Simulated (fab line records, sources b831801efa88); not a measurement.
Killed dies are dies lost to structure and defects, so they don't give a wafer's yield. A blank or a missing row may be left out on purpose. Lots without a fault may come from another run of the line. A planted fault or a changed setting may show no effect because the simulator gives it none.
fab line records | flow sky130
record lots=5 wafers=15 last_day=49
route steps=708 shown METAL4@625 VIA4@639 METAL5@661
lots that met no fault: from a run of the same line without faults
start_h: hours from the record's first day to the start of the lot's first wafer shown | wait_h: hours since the lot's step before | " the same as in the row above | L1.1+2: a row that stands for several wafers | - no value, or no start given | * or withheld: withheld | < > ~ a bound
route shown NAME@n: a module of which the file shows steps, and the number in the route of the first | usual: mean/standard deviation of fault-free wafers | same: alike in all rows | chamber/n: place in a boat | sites: the reading at each site | _std_site: their standard deviation | _edge_site: outer sites' mean less inner sites' | radius_mm: how far each site lies from the wafer's centre | mask NAME#n: copy n | behind: the tool/chamber that last shaped the wafer | hold: why the lot was held/for how many hours/how that ended | device: the transistor (n, p or np) that didn't switch | end of line: the same wafers' tests at the end of the route | a step without rows: its recipe alone | killed: dies lost to structure and defects at the first sort, not the wafer's yield | map: a wafer's dies, x killed, . not, _ none there
set.NAME: the setting as run; set.NAME@STEP: as run at that earlier step | model.NAME: the simulator's own value behind a step, which no gauge read
lots at some steps of the route; a table a step, a row a wafer
services: from which hour (start_h, from the record's first day; less than 0 if before it) a tool's chamber was out of use, for how many hours, and why
## steps
# step SKY_METAL4_SOFTBAKE_09
# recipe temp_c=100 time_s=90 resist=KrF-thick
# same time_s=90
# columns lot.wafer tool chamber start_h wait_h
L079.1+3+5 litho_track-04 0 - -
L081.1+4+5 litho_track-01 0 - -
L083.3+5+6 litho_track-03 0 - -
L086.1+2+3 litho_track-04 0 - -
L090.3+5+6 litho_track-01 0 - -
# step SKY_METAL4_EXPOSE_10
# recipe mask_id=MM4 na=0.68 source_shape=annular sigma_inner=0.4 sigma_outer=0.8 target_cd_nm=300 dose_mj=28
# columns lot.wafer tool chamber start_h wait_h mask
L079.1+3+5 krf_scanner-02 0 - - MM4#0
L081.1+4+5 krf_scanner-02 0 - - MM4#0
L083.3+5+6 krf_scanner-02 0 - - MM4#0
L086.1+2+3 krf_scanner-01 0 - - MM4#0
L090.3+5+6 krf_scanner-02 0 - - MM4#0
# step SKY_METAL4_PEB_11
# recipe peb_temp_c=withheld peb_time_s=withheld resist=KrF-thick
# columns lot.wafer tool chamber start_h wait_h
L079.1+3+5 litho_track-01 0 - -
L081.1+4+5 litho_track-04 0 - -
L083.3+5+6 litho_track-03 0 - -
L086.1+2+3 litho_track-01 0 - -
L090.3+5+6 litho_track-03 0 - -
# step SKY_METAL4_DEVELOP_12
# recipe develop_time_s=60 resist=KrF-thick dev_temp_c=21
# columns lot.wafer tool chamber start_h wait_h
L079.1+3+5 litho_track-01 0 - -
L081.1+4+5 litho_track-04 0 - -
L083.3+5+6 litho_track-03 0 - -
L086.1+2+3 litho_track-01 0 - -
L090.3+5+6 litho_track-03 0 - -
# step SKY_METAL4_CD_MEAS_13
# recipe target_cd_nm=300
# usual cd_nm=299.9/1.2
# columns lot.wafer tool chamber start_h wait_h cd_nm
L079.1 cd_sem-01 - 1017.66 - 301.5
L079.3 " - " " 300.6
L079.5 " - " " 301.9
L081.1 cd_sem-01 - 1032.10 - 299.7
L081.4 " - " " 298.9
L081.5 " - " " 299.2
L083.3 cd_sem-01 - 1052.07 - 300.5
L083.5 " - " " 299.7
L083.6 " - " " 299.2
L086.1 cd_sem-02 - 1069.16 - 300.0
L086.2 " - " " 300.5
L086.3 " - " " 300.8
L090.3 cd_sem-01 - 1086.42 - 299.8
L090.5 " - " " 300.7
L090.6 " - " " 302.0
# step SKY_METAL4_OVL_MEAS_14
# usual METAL4_OVL=2/5.5
# columns lot.wafer tool chamber start_h wait_h METAL4_OVL[nm]
L079.1 overlay-01 - 1017.78 0.1 1
L079.3 " - " " 4
L079.5 " - " " 2
L081.1 overlay-01 - 1032.22 0.1 2
L081.4 " - " " -6
L081.5 " - " " -3
L083.3 overlay-02 - 1052.16 0.1 5
L083.5 " - " " 8
L083.6 " - " " 6
L086.1 overlay-01 - 1069.28 0.1 7
L086.2 " - " " 6
L086.3 " - " " 4
L090.3 overlay-01 - 1086.51 0.1 -3
L090.5 " - " " -2
L090.6 " - " " -1
# step SKY_METAL4_DESCUM_15
# recipe chemistry=O2 source_power_w=150 bias_power_w=0 pressure_mtorr=10 temp_c=40 time_s=8
# usual drypump_motor_current_A=5.5/0.36 oes_product_au=1.007/0.0092
# same bias_power_w=0 time_s=8
# columns lot.wafer tool chamber start_h wait_h drypump_motor_current_A oes_product_au rf_hours_counter_h
L079.1 rie_metal-01 0 1017.82 0.0 5.1 0.990 6
L079.3 " 0 " " 5.1 0.996 -
L079.5 " 1 " " 6.0 1.018 -
L081.1 rie_metal-01 0 1032.25 0.0 5.1 0.991 7
L081.4 " 0 " " 5.1 0.998 -
L081.5 " 0 " " 5.1 0.999 -
L083.3 rie_metal-03 1 1052.19 0.0 5.1 1.003 -
L083.5 " 1 " " 5.1 1.007 -
L083.6 " 0 " " 5.6 1.010 -
L086.1 rie_metal-01 1 1069.32 0.0 6.0 1.013 16
L086.2 " 0 " " 5.1 1.001 9
L086.3 " 1 " " 6.0 0.999 -
L090.3 rie_metal-01 1 1086.54 0.0 5.9 1.017 -
L090.5 " 1 " " 6.0 1.016 -
L090.6 " 0 " " 5.1 1.000 -
# step SKY_METAL4_ETCH_16
# recipe chemistry=N2/H2 target=BARC ion_energy_ev=200 bias_w=100 pressure_mtorr=30 n2_flow_sccm=100 h2_flow_sccm=200 icp_w=500 stop_on=SiO2 time_s=88.2 target_depth_a=600
# usual drypump_motor_current_A=5.5/0.36 oes_product_au=0.626/0.0045 throttle_valve_pct=13.205/0.01
# same time_s=88.2
# columns lot.wafer tool chamber start_h wait_h drypump_motor_current_A oes_product_au rf_hours_counter_h throttle_valve_pct
L079.1 rie_metal-01 0 1017.85 0.0 5.1 0.629 6 13.206
L079.3 " 0 " " 5.1 0.620 - 13.212
L079.5 " 1 " " 6.0 0.630 - 13.205
L081.1 rie_metal-01 0 1032.28 0.0 5.2 0.626 7 13.221
L081.4 " 0 " " 5.2 0.627 - 13.194
L081.5 " 0 " " 5.2 0.617 - 13.237
L083.3 rie_metal-03 1 1052.25 0.0 5.1 0.628 - 13.194
L083.5 " 1 " " 5.1 0.621 - 13.202
L083.6 " 0 " " 5.7 0.624 - 13.211
L086.1 rie_metal-01 1 1069.35 0.0 6.0 0.626 16 13.209
L086.2 " 0 " " 5.1 0.627 9 13.209
L086.3 " 1 " " 6.0 0.628 - 13.194
L090.3 rie_metal-01 1 1086.60 0.0 6.0 0.624 - 13.201
L090.5 " 1 " " 6.0 0.631 - 13.202
L090.6 " 0 " " 5.1 0.633 - 13.211
# step SKY_METAL4_ETCH_17
# recipe target=SiO2 stop_on=TiN chemistry=C4F8/O2/Ar source_w=1500 bias_w=1200 pressure_mtorr=40 c4f8_flow_sccm=withheld O2_flow_sccm=6 Ar_flow_sccm=300 time_s=3.9 target_depth_a=150
# usual oes_product_au=0.756/0.0071
# same time_s=3.9
# columns lot.wafer tool chamber start_h wait_h oes_product_au rf_hours_counter_h
L079.1 rie_diel-01 0 1017.95 0.1 0.756 24
L079.3 " 1 " " 0.752 7
L079.5 " 2 " " 0.765 -
L081.1 rie_diel-02 2 1032.38 0.1 0.763 20
L081.4 " 1 " " 0.770 7
L081.5 " 1 " " 0.767 -
L083.3 rie_diel-02 3 1052.31 0.0 0.754 5
L083.5 " 3 " " 0.755 -
L083.6 " 0 " " 0.756 -
L086.1 rie_diel-02 0 1069.45 0.1 0.750 4
L086.2 " 1 " " 0.761 8
L086.3 " 2 " " 0.760 21
L090.3 rie_diel-01 0 1086.66 0.0 0.742 26
L090.5 " 0 " " 0.751 -
L090.6 " 3 " " 0.753 -
# step SKY_METAL4_METAL_ETCH_18
# recipe target_depth_a=8450 stop_on=SiO2 over_etch_frac=0.3 time_s=183.1 chemistry=Cl2/BCl3 resist_sidewall_deg=88 pressure_mtorr=10 icp_w=900 bias_w=48.5 Cl2_flow_sccm=60 bcl3_flow_sccm=30
# usual drypump_motor_current_A=5.65/0.29 oes_product_au=0.865/0.0055 throttle_valve_pct=22.264/0.0094
# same time_s=183.1
# columns lot.wafer tool chamber start_h wait_h drypump_motor_current_A oes_product_au rf_hours_counter_h throttle_valve_pct
L079.1 rie_metal-04 1 1017.97 0.0 5.65 0.868 15 22.248
L079.3 " 1 " " 5.66 0.864 - 22.264
L079.5 " 1 " " 5.69 0.859 - 22.264
L081.1 rie_metal-04 1 1032.40 0.0 5.66 0.865 16 22.260
L081.4 " 1 " " 5.66 0.866 - 22.276
L081.5 " 0 " " 5.86 0.856 - 22.267
L083.3 rie_metal-04 1 1052.39 0.1 5.69 0.861 - 22.260
L083.5 " 0 " " 5.89 0.866 - 22.272
L083.6 " 1 " " 5.63 0.869 - 22.258
L086.1 rie_metal-04 1 1069.47 0.0 5.65 0.853 19 22.274
L086.2 " 0 " " 5.87 0.863 13 22.275
L086.3 " 0 " " 5.85 0.860 - 22.272
L090.3 rie_metal-03 1 1086.74 0.1 5.08 0.866 - 22.256
L090.5 " 1 " " 5.08 0.871 - 22.265
L090.6 " 0 " " 5.65 0.864 - 22.266
# step SKY_METAL4_STRIP_19
# recipe chemistry=O2/N2 power_w=1400 pressure_mtorr=1500 platen_temp_c=withheld o2_flow_sccm=3000 n2_flow_sccm=300 overash_fraction=0.5
# usual drypump_motor_current_A=5.73/0.18 oes_product_au=0.501/0.0056 strip_time_to_endpoint_s=6.48/0.072
# columns lot.wafer tool chamber start_h wait_h drypump_motor_current_A oes_product_au rf_hours_counter_h strip_time_to_endpoint_s
L079.1 plasma_asher-01 1 1018.15 0.1 5.59 0.498 116 6.56
L079.3 " 0 " " 6.10 0.495 - 6.41
L079.5 " 0 " " 6.08 0.508 - 6.45
L081.1 plasma_asher-04 0 1032.58 0.1 5.82 0.503 61 6.51
L081.4 " 1 " " 5.78 0.502 - 6.47
L081.5 " 1 " " 5.77 0.504 - 6.47
L083.3 plasma_asher-02 1 1052.54 0.1 5.50 0.496 - 6.46
L083.5 " 1 " " 5.49 0.503 - 6.38
L083.6 " 0 " " 5.67 0.496 - 6.47
L086.1 plasma_asher-02 1 1069.65 0.1 5.52 0.502 33 6.64
L086.2 " 0 " " 5.66 0.511 33 6.55
L086.3 " 1 " " 5.52 0.513 - 6.55
L090.3 plasma_asher-01 0 1086.89 0.1 6.08 0.499 - 6.42
L090.5 " 1 " " 5.57 0.504 - 6.43
L090.6 " 0 " " 6.11 0.501 - 6.42
# step SKY_METAL4_STRIP_20
# recipe chemistry=post_etch_residue_remover time_s=1200 temp_c=72.5
# same time_s=1200
# columns lot.wafer tool chamber start_h wait_h
L079.1+3+5 wet_bench-02 0 1018.25 0.1
L081.1+4+5 wet_bench-01 0 1032.68 0.1
L083.3+5+6 wet_bench-04 2 1052.61 0.0
L086.1+2+3 wet_bench-01 1 1069.75 0.1
L090.3+5+6 wet_bench-02 0 1086.96 0.0
# step SKY_METAL4_CLEAN_21
# recipe chemistry=IPA time_s=180 temp_c=25
# same time_s=180
# columns lot.wafer tool chamber start_h wait_h
L079.1+3+5 wet_bench-04 1 1018.93 0.0
L081.1+4+5 wet_bench-02 0 1033.02 0.0
L083.3+5+6 wet_bench-04 3 1053.02 0.0
L086.1+2+3 wet_bench-02 1 1070.09 0.0
L090.3+5+6 wet_bench-01 0 1087.30 0.0
# step SKY_METAL4_CLEAN_22
# recipe chemistry=O3/DIW dry=n2_spin
# columns lot.wafer tool chamber start_h wait_h
L079.1+3+5 wet_bench-01 1 1018.99 0.0
L081.1+4+5 wet_bench-01 2 1033.10 0.0
L083.3+5+6 wet_bench-01 3 1053.08 0.0
L086.1+2+3 wet_bench-01 0 1070.15 0.0
L090.3+5+6 wet_bench-04 0 1087.36 0.0
# step SKY_VIA4_HDPCVD_00
# recipe material=SiO2 target_thk_nm=1750 sigma_open_frac=0.3 time_s=287.7 temp_c=400 sih4_flow_sccm=60 pressure_mtorr=6
# same time_s=287.7
# columns lot.wafer tool chamber start_h wait_h
L079.1+3+5 hdpcvd-02 1,1,0 1019.08 0.0
L081.1+4+5 hdpcvd-01 1,0,1 1033.19 0.0
L083.3+5+6 hdpcvd-02 2,2,1 1053.18 0.0
L086.1+2+3 hdpcvd-01 0,2,1 1070.25 0.0
L090.3+5+6 hdpcvd-02 1,1,2 1087.45 0.0
# step SKY_VIA4_THK_MEAS_01
# recipe reads=SiO2_of_VIA4_HDPCVD_00
# usual VIA4_HDPCVD_THK=1731/19
# columns lot.wafer tool chamber start_h wait_h VIA4_HDPCVD_THK[nm]
L079.1 film_metro-01 - 1019.35 0.2 1723
L079.3 " - " " 1734
L079.5 " - " " 1749
L081.1 film_metro-04 - 1033.37 0.1 1721
L081.4 " - " " 1741
L081.5 " - " " 1714
L083.3 film_metro-02 - 1053.38 0.1 1743
L083.5 " - " " 1732
L083.6 " - " " 1734
L086.1 film_metro-01 - 1070.43 0.1 1761
L086.2 " - " " 1742
L086.3 " - " " 1746
L090.3 film_metro-02 - 1087.65 0.1 1729
L090.5 " - " " 1722
L090.6 " - " " 1721
# step SKY_VIA4_CMP_02
# recipe material=SiO2 down_force_psi=4 platen_rpm=60 pad_velocity_m_s=0.94248
# usual edge_zone_pressure_frac=0.999/0.0049 motor_current_A=12.1/1
# columns lot.wafer tool chamber start_h wait_h edge_zone_pressure_frac motor_current_A
L079.1 cmp-02 2 1019.53 0.2 0.998 13.2
L079.3 " 3 " " 0.992 11.6
L079.5 " 1 " " 1.004 13.9
L081.4 cmp-02 1 1033.53 0.1 1.003 13.6
L081.1 " 2 " " 1.003 13.1
L081.5 " 0 " " 0.998 11.2
L083.3 cmp-01 0 1053.52 0.1 0.995 10.5
L083.5 " 2 " " 0.998 10.4
L083.6 " 3 " " 0.997 12.6
L086.2 cmp-01 2 1070.91 0.5 1.000 10.4
L086.3 " 0 " " 0.997 12.1
L086.1 " 1 " " 1.002 13.1
L090.3 cmp-02 3 1087.74 0.1 0.999 12.3
L090.5 " 2 " " 1.008 12.3
L090.6 " 3 " " 0.993 12.0
# step SKY_VIA4_BOW_MEAS_03
# recipe mode=bow
# usual VIA4_BOW=79/8.5
# columns lot.wafer tool chamber start_h wait_h VIA4_BOW[um]
L079.1 film_metro-01 - 1019.78 0.2 87
L079.3 " - " " 82
L079.5 " - " " 77
L081.1 film_metro-02 - 1033.73 0.1 88
L081.4 " - " " 80
L081.5 " - " " 78
L083.3 film_metro-02 - 1053.76 0.2 73
L083.5 " - " " 68
L083.6 " - " " 59
L086.1 film_metro-01 - 1071.21 0.1 73
L086.2 " - " " 82
L086.3 " - " " 73
L090.3 film_metro-04 - 1088.03 0.2 92
L090.5 " - " " 93
L090.6 " - " " 94
# step SKY_VIA4_DEHYDRATE_04
# recipe temp_c=200 time_s=60
# same time_s=60
# columns lot.wafer tool chamber start_h wait_h
L079.1+3+5 litho_track-02 0 1030.47 10.7
L081.1+4+5 litho_track-04 0 1044.60 10.8
L083.3+5+6 litho_track-01 0 1063.61 9.8
L086.1+2+3 litho_track-02 0 1080.57 9.3
L090.3+5+6 litho_track-02 0 1098.33 10.3
# step SKY_VIA4_HMDS_05
# recipe prime_time_s=60 prime_temp_c=120
# columns lot.wafer tool chamber start_h wait_h
L079.1+3+5 litho_track-02 0 1030.62 0.1
L081.1+4+5 litho_track-04 0 1044.75 0.1
L083.3+5+6 litho_track-01 0 1063.76 0.1
L086.1+2+3 litho_track-02 0 1080.72 0.1
L090.3+5+6 litho_track-02 0 1098.48 0.1
# step SKY_VIA4_COAT_06
# recipe resist=NOVOLAK spin_rpm=3000 resist_thk_nm=1140
# columns lot.wafer tool chamber start_h wait_h
L079.1+3+5 litho_track-02 0 1030.77 0.1
L081.1+4+5 litho_track-04 0 1044.90 0.1
L083.3+5+6 litho_track-01 0 1063.91 0.1
L086.1+2+3 litho_track-02 0 1080.87 0.1
L090.3+5+6 litho_track-02 0 1098.63 0.1
# step SKY_VIA4_SOFTBAKE_07
# recipe temp_c=90 time_s=60 resist=NOVOLAK
# same time_s=60
# columns lot.wafer tool chamber start_h wait_h
L079.1+3+5 litho_track-02 0 1030.92 0.1
L081.1+4+5 litho_track-04 0 1045.05 0.1
L083.3+5+6 litho_track-01 0 1064.06 0.1
L086.1+2+3 litho_track-02 0 1081.02 0.1
L090.3+5+6 litho_track-02 0 1098.78 0.1
# step SKY_VIA4_EXPOSE_08
# recipe mask_id=VIM4 na=0.6 source_shape=conventional sigma_outer=0.6 polarization=unpolarized target_cd_nm=800 dose_mj=132
# columns lot.wafer tool chamber start_h wait_h mask
L079.1+3+5 iline_stepper-02 0 - - VIM4#0
L081.1+4+5 iline_stepper-01 0 - - VIM4#0
L083.3+5+6 iline_stepper-02 0 - - VIM4#0
L086.1+2+3 iline_stepper-02 0 - - VIM4#0
L090.3+5+6 iline_stepper-02 0 - - VIM4#0
# step SKY_VIA4_PEB_09
# recipe temp_c=withheld time_s=* resist=NOVOLAK
# same time_s=*
# columns lot.wafer tool chamber start_h wait_h
L079.1+3+5 litho_track-04 0 - -
L081.1+4+5 litho_track-04 0 - -
L083.3+5+6 litho_track-01 0 - -
L086.1+2+3 litho_track-04 0 - -
L090.3+5+6 litho_track-04 0 - -
# step SKY_VIA4_DEVELOP_10
# recipe resist=NOVOLAK developer=TMAH develop_time_s=60 dev_temp_c=23
# columns lot.wafer tool chamber start_h wait_h
L079.1+3+5 litho_track-04 0 1041.85 0.1
L081.1+4+5 litho_track-04 0 1055.75 0.1
L083.3+5+6 litho_track-01 0 1075.21 0.1
L086.1+2+3 litho_track-04 0 1090.95 0.1
L090.3+5+6 litho_track-04 0 1108.20 0.1
# step SKY_VIA4_OVL_MEAS_11
# usual VIA4_OVL=1.1/1.3
# columns lot.wafer tool chamber start_h wait_h VIA4_OVL[nm]
L079.1 overlay-02 - 1042.00 0.1 2.4
L079.3 " - " " 2.9
L079.5 " - " " 2.3
L081.1 overlay-02 - 1055.90 0.1 2.6
L081.4 " - " " 2.9
L081.5 " - " " 1.8
L083.3 overlay-02 - 1075.33 0.1 0.5
L083.5 " - " " 1.3
L083.6 " - " " 1.2
L086.1 overlay-02 - 1091.10 0.1 1.4
L086.2 " - " " 2.3
L086.3 " - " " 1.3
L090.3 overlay-02 - 1108.31 0.1 3.7
L090.5 " - " " 2.5
L090.6 " - " " 3.7
# step SKY_VIA4_ETCH_12
# recipe target=SiO2 chemistry=C4F8/O2/Ar stop_on=TiN mask_material=NOVOLAK source_w=1500 bias_w=1200 pressure_mtorr=40 c4f8_flow_sccm=withheld O2_flow_sccm=6 Ar_flow_sccm=300 time_s=withheld target_depth_a=5800
# usual oes_product_au=0.927/0.0043
# columns lot.wafer tool chamber start_h wait_h oes_product_au
L079.1 rie_diel-04 2 1042.03 0.0 0.926
L079.3 " 3 " " 0.937
L079.5 " 2 " " 0.930
L081.1 rie_diel-01 0 1055.93 0.0 0.926
L081.4 " 2 " " 0.922
L081.5 " 2 " " 0.926
L083.3 rie_diel-02 1 1075.35 0.0 0.926
L083.5 " 2 " " 0.922
L083.6 " 3 " " 0.934
L086.1 rie_diel-04 3 1091.13 0.0 0.924
L086.2 " 0 " " 0.929
L086.3 " 2 " " 0.927
L090.3 rie_diel-01 0 1108.33 0.0 0.931
L090.5 " 3 " " 0.923
L090.6 " 0 " " 0.926
# step SKY_VIA4_STRIP_13
# recipe chemistry=O2/N2 power_w=1400 pressure_mtorr=1500 platen_temp_c=withheld o2_flow_sccm=3000 n2_flow_sccm=300 overash_fraction=0.5
# usual drypump_motor_current_A=5.64/0.29 oes_product_au=0.710/0.0046 strip_time_to_endpoint_s=12.80/0.03
# columns lot.wafer tool chamber start_h wait_h drypump_motor_current_A oes_product_au rf_hours_counter_h strip_time_to_endpoint_s
L079.1 plasma_asher-03 0 1042.11 - 5.46 0.711 92 12.83
L079.3 " 1 " " 5.15 0.708 - 12.83
L079.5 " 0 " " 5.45 0.713 - 12.81
L081.1 plasma_asher-04 1 1056.01 - 5.76 0.709 63 12.79
L081.4 " 1 " " 5.75 0.706 - 12.81
L081.5 " 0 " " 5.81 0.715 - 12.83
L083.3 plasma_asher-03 1 1075.46 - 5.09 0.714 - 12.78
L083.5 " 0 " " 5.45 0.717 - 12.80
L083.6 " 1 " " 5.13 0.702 - 12.83
L086.1 plasma_asher-01 1 1091.21 - 5.60 0.703 2 12.80
L086.2 " 0 " " 6.09 0.716 2 12.77
L086.3 " 1 " " 5.60 0.710 - 12.81
L090.3 plasma_asher-01 0 1108.44 - 6.07 0.712 - 12.83
L090.5 " 1 " " 5.61 0.714 - 12.80
L090.6 " 0 " " 6.09 0.711 - 12.81
# step SKY_VIA4_STRIP_14
# recipe chemistry=post_etch_residue_remover time_s=1200 temp_c=72.5
# same time_s=1200
# columns lot.wafer tool chamber start_h wait_h
L079.1+3+5 wet_bench-01 0 1042.21 0.1
L081.1+4+5 wet_bench-01 3 1056.11 0.1
L083.3+5+6 wet_bench-01 2 1075.52 0.0
L086.1+2+3 wet_bench-03 2 1091.31 0.1
L090.3+5+6 wet_bench-01 1 1108.51 0.0
# step SKY_VIA4_CLEAN_15
# recipe chemistry=IPA time_s=180 temp_c=25
# same time_s=180
# columns lot.wafer tool chamber start_h wait_h
L079.1+3+5 wet_bench-03 3 1042.55 0.0
L081.1+4+5 wet_bench-02 3 1056.49 0.0
L083.3+5+6 wet_bench-02 1 1075.90 0.0
L086.1+2+3 wet_bench-02 3 1091.68 0.0
L090.3+5+6 wet_bench-02 1 1108.85 0.0
# step SKY_VIA4_CLEAN_16
# recipe chemistry=O3/DIW dry=n2_spin
# columns lot.wafer tool chamber start_h wait_h
L079.1+3+5 wet_bench-01 0 1042.61 0.0
L081.1+4+5 wet_bench-01 1 1056.55 0.0
L083.3+5+6 wet_bench-03 3 1075.95 0.0
L086.1+2+3 wet_bench-03 0 1091.74 0.0
L090.3+5+6 wet_bench-02 0 1108.91 0.0
# step SKY_VIA4_SPUTTER_17
# recipe material=TiN target_thk_nm=20 chamber_pressure_pa=5 power_w=4000 time_s=80
# usual throttle_valve_pct=29.9/0.99
# same time_s=80
# columns lot.wafer tool chamber start_h wait_h throttle_valve_pct
L079.1 pvd_sputter-03 - 1042.70 0.0 29.3
L079.3 " - " " 29.8
L079.5 " - " " 31.1
L081.1 pvd_sputter-01 - 1056.65 0.0 30.7
L081.4 " - " " 31.5
L081.5 " - " " 30.3
L083.3 pvd_sputter-02 - 1076.05 0.0 28.6
L083.5 " - " " 29.5
L083.6 " - " " 28.2
L086.1 pvd_sputter-02 - 1091.84 0.0 28.3
L086.2 " - " " 30.1
L086.3 " - " " 29.1
L090.3 pvd_sputter-03 - 1109.00 0.0 29.2
L090.5 " - " " 31.0
L090.6 " - " " 30.2
# step SKY_VIA4_CVD_18
# recipe material=W target_thk_nm=505 time_s=152.14 temp_c=400 pressure_torr=40
# usual chamber_pressure_Torr=39.99/0.11 heater_power_w=816/29
# same time_s=152.14
# columns lot.wafer tool chamber start_h wait_h chamber_pressure_Torr heater_power_w
L079.1 cvd_w-01 0 1042.76 0.0 39.98 849
L079.3 " 1 " " 39.86 844
L079.5 " 0 " " 40.13 859
L081.1 cvd_w-01 0 1056.71 0.0 39.96 858
L081.4 " 0 " " 39.88 862
L081.5 " 1 " " 40.03 832
L083.3 cvd_w-02 0 1076.16 0.1 40.11 812
L083.5 " 0 " " 40.01 798
L083.6 " 1 " " 39.80 785
L086.1 cvd_w-02 1 1091.90 0.0 40.03 764
L086.2 " 0 " " 40.10 797
L086.3 " 0 " " 39.93 792
L090.3 cvd_w-02 0 1109.11 0.1 40.00 802
L090.5 " 0 " " 39.85 820
L090.6 " 1 " " 40.08 783
# step SKY_VIA4_RS_MEAS_19
# recipe thk_meas_gauge=four-point-probe reads=W_of_VIA4_CVD_18+TiN_of_VIA4_SPUTTER_17
# usual VIA4_W_RS=0.2267/0.003
# columns lot.wafer tool chamber start_h wait_h VIA4_W_RS[ohm/sq]
L079.1 film_metro-02 - 1042.91 0.1 0.2267
L079.3 " - " " 0.2294
L079.5 " - " " 0.2265
L081.1 film_metro-01 - 1056.86 0.1 0.2253
L081.4 " - " " 0.2258
L081.5 " - " " 0.2292
L083.3 film_metro-01 - 1076.30 0.1 0.2229
L083.5 " - " " 0.2245
L083.6 " - " " 0.2258
L086.1 film_metro-04 - 1092.05 0.1 0.2289
L086.2 " - " " 0.2246
L086.3 " - " " 0.2265
L090.3 film_metro-02 - 1109.25 0.1 0.2255
L090.5 " - " " 0.2253
L090.6 " - " " 0.2325
# step SKY_VIA4_THK_MEAS_20
# recipe thk_meas_gauge=xrf reads=W_of_VIA4_CVD_18
# usual VIA4_W_THK=482/6.8
# columns lot.wafer tool chamber start_h wait_h VIA4_W_THK[nm]
L079.1 film_metro-02 - 1043.03 0.1 485
L079.3 " - " " 475
L079.5 " - " " 485
L081.1 film_metro-01 - 1056.98 0.1 483
L081.4 " - " " 482
L081.5 " - " " 475
L083.3 film_metro-01 - 1076.40 0.1 487
L083.5 " - " " 487
L083.6 " - " " 482
L086.1 film_metro-04 - 1092.17 0.1 477
L086.2 " - " " 486
L086.3 " - " " 480
L090.3 film_metro-02 - 1109.35 0.1 485
L090.5 " - " " 485
L090.6 " - " " 474
# step SKY_VIA4_CMP_21
# recipe stop_on=SiO2 t_overpolish_s=25 down_force_psi=3.5 platen_rpm=60 target_thk_nm=0 pad_velocity_m_s=0.94248
# usual edge_zone_pressure_frac=1.000/0.0051 motor_current_A=11.1/0.93 overpolish_run_s=25.000/0.0094 time_to_endpoint_s=124/4.3
# columns lot.wafer tool chamber start_h wait_h edge_zone_pressure_frac motor_current_A overpolish_run_s time_to_endpoint_s
L079.3 cmp-02 1 1043.09 0.0 1.005 12.4 25.006 121
L079.1 " 2 " " 0.997 12.0 24.979 127
L079.5 " 2 " " 1.001 12.2 25.007 122
L081.4 cmp-02 0 1057.14 0.1 1.009 10.0 25.005 122
L081.1 " 1 " " 1.006 12.1 24.983 118
L081.5 " 2 " " 1.001 11.7 24.998 121
L083.3 cmp-02 3 1076.59 0.2 1.004 10.9 24.999 118
L083.6 " 0 " " 0.999 10.5 24.995 123
L083.5 " 1 " " 0.990 12.5 25.000 122
L086.3 cmp-01 1 1092.28 0.1 1.006 11.9 24.990 127
L086.2 " 2 " " 0.998 10.1 25.012 122
L086.1 " 3 " " 1.005 11.7 25.002 125
L090.3 cmp-02 0 1109.55 0.2 0.998 11.1 24.999 125
L090.5 " 1 " " 1.006 12.0 25.006 121
L090.6 " 2 " " 1.005 11.3 24.984 123
# step SKY_METAL5_SPUTTER_00
# recipe material=Ti target_thk_nm=15 power_w=3000 time_s=10 chamber_pressure_pa=0.4
# usual throttle_valve_pct=29.7/0.94
# same time_s=10
# columns lot.wafer tool chamber start_h wait_h throttle_valve_pct
L079.1 pvd_sputter-03 - 1043.39 0.2 29.9
L079.3 " - " " 31.0
L079.5 " - " " 29.3
L081.1 pvd_sputter-03 - 1057.34 0.1 30.2
L081.4 " - " " 29.7
L081.5 " - " " 30.0
L083.3 pvd_sputter-02 - 1076.74 0.1 28.3
L083.5 " - " " 28.3
L083.6 " - " " 29.6
L086.1 pvd_sputter-02 - 1092.53 0.1 28.4
L086.2 " - " " 28.2
L086.3 " - " " 29.5
L090.3 pvd_sputter-02 - 1109.70 0.1 28.1
L090.5 " - " " 28.3
L090.6 " - " " 29.9
# step SKY_METAL5_SPUTTER_01
# recipe material=TiN target_thk_nm=20 power_w=6323 time_s=16.7 chamber_pressure_pa=0.4
# usual throttle_valve_pct=29.7/0.91
# same time_s=16.7
# columns lot.wafer tool chamber start_h wait_h throttle_valve_pct
L079.1 pvd_sputter-03 - 1043.41 0.0 29.6
L079.3 " - " " 31.2
L079.5 " - " " 29.4
L081.1 pvd_sputter-03 - 1057.36 0.0 29.9
L081.4 " - " " 29.6
L081.5 " - " " 30.3
L083.3 pvd_sputter-02 - 1076.76 0.0 28.3
L083.5 " - " " 28.1
L083.6 " - " " 29.3
L086.1 pvd_sputter-02 - 1092.55 0.0 28.6
L086.2 " - " " 28.2
L086.3 " - " " 29.3
L090.3 pvd_sputter-02 - 1109.72 0.0 28.3
L090.5 " - " " 28.3
L090.6 " - " " 30.1
# step SKY_METAL5_SPUTTER_02
# recipe material=AlCu target_thk_nm=1150 power_w=10600 time_s=61.2 chamber_pressure_pa=0.4
# usual throttle_valve_pct=29.7/0.92
# same time_s=61.2
# columns lot.wafer tool chamber start_h wait_h throttle_valve_pct
L079.1 pvd_sputter-03 - 1043.44 0.0 29.8
L079.3 " - " " 31.1
L079.5 " - " " 29.1
L081.1 pvd_sputter-03 - 1057.39 0.0 29.9
L081.4 " - " " 29.7
L081.5 " - " " 29.9
L083.3 pvd_sputter-02 - 1076.79 0.0 28.4
L083.5 " - " " 28.0
L083.6 " - " " 29.2
L086.1 pvd_sputter-02 - 1092.58 0.0 28.5
L086.2 " - " " 28.1
L086.3 " - " " 29.5
L090.3 pvd_sputter-02 - 1109.75 0.0 28.3
L090.5 " - " " 28.1
L090.6 " - " " 30.0
## services
# columns tool chamber start_h hours kind
cmp-02 - 989.76 1.4 repair
wet_bench-04 - 990.88 5.0 repair
rie_metal-03 - 999.56 14.6 pm
hdpcvd-02 2 1000.40 21.8 repair
plasma_asher-01 - 1005.52 0.3 repair
pvd_sputter-02 - 1006.96 3.3 repair
krf_scanner-02 - 1016.26 1.0 pm
rie_diel-02 3 1020.12 2.8 repair
iline_stepper-02 - 1037.47 1.7 pm
plasma_asher-01 - 1055.25 9.0 pm
rie_diel-01 3 1056.44 7.9 repair
pvd_sputter-02 - 1056.81 9.3 repair
krf_scanner-02 - 1059.94 1.3 pm
plasma_asher-01 - 1061.47 0.3 repair
plasma_asher-01 - 1064.25 4.3 pm
cmp-02 - 1067.27 4.4 repair
cmp-02 - 1073.64 2.6 repair
cmp-02 - 1077.25 0.7 repair
wet_bench-03 - 1080.78 3.0 repair
cmp-02 - 1080.84 4.0 pm
rie_metal-04 0 1087.19 2.7 repair
krf_scanner-02 - 1098.24 0.8 pm
wet_bench-03 - 1104.65 5.6 repair
krf_scanner-02 - 1105.95 0.2 repair
## key
fault none
